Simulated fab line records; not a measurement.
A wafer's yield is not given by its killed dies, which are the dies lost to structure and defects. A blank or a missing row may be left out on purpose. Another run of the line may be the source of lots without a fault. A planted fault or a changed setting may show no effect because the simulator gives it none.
The tool behind it: which one? | flow sky130 | 39 wafers from 13 lots sampled at 3 of the route's 708 steps

== WHAT EACH GAUGE READ, for each wafer ==
SKY_LDD_LDN_TW_MEAS_13. Usual: LDD_LDN_TW typically reads 1475, with standard deviation 9.3.
lot  | measured     | on           | LDD_LDN_TW     | flag
L673 | day 23 09:25 | filmMetro-03 | 1492 1485 1494 | 
L672 | day 23 10:12 | filmMetro-03 | 1486 1484 1486 | 
L675 | day 24 01:06 | filmMetro-02 | 1482 1484 1485 | 
L674 | day 24 04:21 | filmMetro-02 | 1484 1484 1483 | 
L676 | day 24 10:25 | filmMetro-03 | 1472 1473 1472 | 
L677 | day 25 04:31 | filmMetro-02 | 1484 1480 1481 | 
L679 | day 25 12:40 | filmMetro-03 | 1465 1464 1467 | 
L680 | day 25 23:22 | filmMetro-04 | 1482 1478 1475 | 
L683 | day 26 20:38 | filmMetro-02 | 1480 1471 1478 | 
L684 | day 27 08:01 | filmMetro-03 | 1466 1471 1471 | 
L689 | day 28 17:41 | filmMetro-04 | 1450 1463 1466 | 
L692 | day 29 18:01 | filmMetro-03 | 1469 1472 1475 | 
L694 | day 30 00:57 | filmMetro-02 | 1482 1476 1484 | 

SKY_SD_P_TW_MEAS_11. Usual: SD_P_TW typically reads 2838, with standard deviation 35.
lot  | measured     | on           | SD_P_TW        | flag
L673 | day 25 22:21 | filmMetro-04 | 2811 2811 2807 | 
L672 | day 26 00:01 | filmMetro-01 | 2885 2875 2870 | 
L675 | day 26 13:34 | filmMetro-01 | 2855 2866 2873 | 
L674 | day 26 16:58 | filmMetro-04 | 2787 2782 2779 | 
L676 | day 26 22:59 | filmMetro-01 | 2869 2857 2850 | 
L677 | day 27 17:14 | filmMetro-02 | 2821 2838 2806 | 
L679 | day 28 00:12 | filmMetro-04 | 2806 2787 2779 | 
L680 | day 28 11:01 | filmMetro-01 | 2877 2872 2878 | 
L683 | day 29 08:18 | filmMetro-04 | 2802 2821 2827 | 
L684 | day 29 18:59 | filmMetro-04 | 2808 2819 2817 | 
L689 | day 31 05:57 | filmMetro-01 | 2883 2876 2861 | 
L692 | day 32 03:07 | filmMetro-02 | 2811 2828 2822 | 
L694 | day 32 10:26 | filmMetro-01 | 2863 2870 2856 | 

== WHICH TOOL RAN EACH LOT (tool, then ch and the chambers of the sampled wafers, then the start) ==
lot  | SKY_POLY_CUT_ETCH_10
L673 | rieDiel-04 ch 0,1, day 24 16:22
L672 | rieDiel-02 ch 0,1,3, day 24 17:55
L675 | rieDiel-04 ch 0,2,3, day 25 08:14
L674 | rieDiel-01 ch 0,3, day 25 10:59
L676 | rieDiel-04 ch 0,2,3, day 25 17:58
L677 | rieDiel-04 ch 1,2,3, day 26 11:31
L679 | rieDiel-01 ch 0,1,2, day 26 19:31
L680 | rieDiel-04 ch 0,1,2, day 27 06:16
L683 | rieDiel-01 ch 0,1,2, day 28 03:19
L684 | rieDiel-04 ch 0,1,3, day 28 13:35
L689 | rieDiel-04 ch 2,3, day 30 01:37
L692 | rieDiel-01 ch 0,2,3, day 30 23:58
L694 | rieDiel-02 ch 0,1,3, day 31 07:13
- SKY_POLY_CUT_ETCH_10: etches BARC in N2/H2, stops on SiO2, time 45.9 s, target depth 60 nm.

== AS READ BY THE TOOLS THEMSELVES (means over the sampled wafers that have a number; for cases with no such wafer, the mark the record gives instead) ==
SKY_POLY_CUT_ETCH_10. Usual: drypumpMotorCurrentA 5.6 A, standard deviation 0.48; oesProductAu 0.855 a.u., standard deviation 0.0047; throttleValvePct 13.225 %, standard deviation 0.0089.
lot  | tool       | drypumpMotorCurrentA (A) | oesProductAu (a.u.) | throttleValvePct (%) | flag
L673 | rieDiel-04 | 5.1                      | 0.856               | 13.225               | 
L672 | rieDiel-02 | 5.9                      | 0.854               | 13.232               | 
L675 | rieDiel-04 | 5.4                      | 0.854               | 13.228               | 
L674 | rieDiel-01 | 5.4                      | 0.850               | 13.227               | 
L676 | rieDiel-04 | 5.4                      | 0.854               | 13.225               | 
L677 | rieDiel-04 | 5.2                      | 0.858               | 13.217               | 
L679 | rieDiel-01 | 5.9                      | 0.862               | 13.223               | 
L680 | rieDiel-04 | 5.1                      | 0.856               | 13.228               | 
L683 | rieDiel-01 | 5.9                      | 0.857               | 13.220               | 
L684 | rieDiel-04 | 5.4                      | 0.855               | 13.225               | 
L689 | rieDiel-04 | 5.1                      | 0.855               | 13.217               | 
L692 | rieDiel-01 | 5.4                      | 0.855               | 13.228               | 
L694 | rieDiel-02 | 5.9                      | 0.852               | 13.214               | 

== THE ANSWER, worked out from the rows above alone ==
Rule: a lot is off if the mean of its wafers that have a number lies more than 3 standard deviations from the usual mean. A lot without any number at a reading at which 4 lots or more have one is off too. Any other lot the step has rows for is counted as sound. After the gauges, taken in route order, come the tools' own readings; for these a lot's mean is taken, as printed above. At the first step where some lot is off, the reading lying furthest off is the one used; lots without a number count as furthest.
No lot is off on any of the readings shown, so nothing can be concluded from this.

== WHAT THE SIMULATOR PUT IN ==
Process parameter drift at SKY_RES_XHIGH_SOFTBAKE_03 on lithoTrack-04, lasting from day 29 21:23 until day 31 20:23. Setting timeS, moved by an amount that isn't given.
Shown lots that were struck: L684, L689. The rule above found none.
